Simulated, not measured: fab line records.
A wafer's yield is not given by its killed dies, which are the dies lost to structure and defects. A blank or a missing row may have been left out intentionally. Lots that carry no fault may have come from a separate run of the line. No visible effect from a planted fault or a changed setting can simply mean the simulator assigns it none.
Matching of chambers ; flow gf180mcu ; pecvd-03 running GF_PASSIVATION_CVD_00: 3 sister chambers
The step deposits SiO2 from TEOS, target thk 1000 nm, time 111.95 s. 18 wafers are shown with their chamber, then 9 later ones without.

## WAFERS WITH THEIR CHAMBER
wafer;chamber;heater power w (W)
L540.2;0;638
L540.5;2;543
L540.6;1;553
L543.1;2;639
L543.4;1;529
L543.6;2;538
L545.2;2;679
L545.3;1;514
L545.5;0;749
L546.1;0;591
L546.3;1;550
L546.6;0;663
L544.1;2;606
L544.2;0;722
L544.3;1;541
L548.1;1;457
L548.3;2;585
L548.6;0;730

SIGNATURES (means of the wafers above)
reading;chamber 0;chamber 1;chamber 2;scatter within a chamber
heater power w;682.17;524.00;598.33;52
Rule: a wafer's distance from a chamber is the root of the sum, over the readings, of the square of ((its reading less the chamber's mean) divided by the reading's scatter). If the next closest chamber is less than 2 further off than the closest, the wafer can't be placed; otherwise it belongs to the closest. The scatter is the square root of a quotient: the sum, over the shown wafers, of each reading's squared deviation from its chamber's mean, divided by wafers minus chambers.

## WAFERS WITH NO CHAMBER GIVEN
wafer;heater power w (W)
L549.1;619
L549.3;668
L549.6;541
L550.1;668
L550.3;565
L550.6;436
L551.1;536
L551.4;670
L551.6;548

## CHAMBER TAKEN BY EACH
wafer;from the rows above;in truth
L549.1;can't be placed: 2 or 0 or 1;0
L549.3;can't be placed: 0 or 2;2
L549.6;can't be placed: 1 or 2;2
L550.1;can't be placed: 0 or 2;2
L550.3;can't be placed: 2 or 1 or 0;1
L550.6;can't be placed: 1 or 2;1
L551.1;can't be placed: 1 or 2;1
L551.4;can't be placed: 0 or 2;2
L551.6;can't be placed: 1 or 2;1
0 of 9 placed correctly. Can't be placed from these rows: 9 (the true chamber is among the candidates in 9). Wrongly placed: 0.
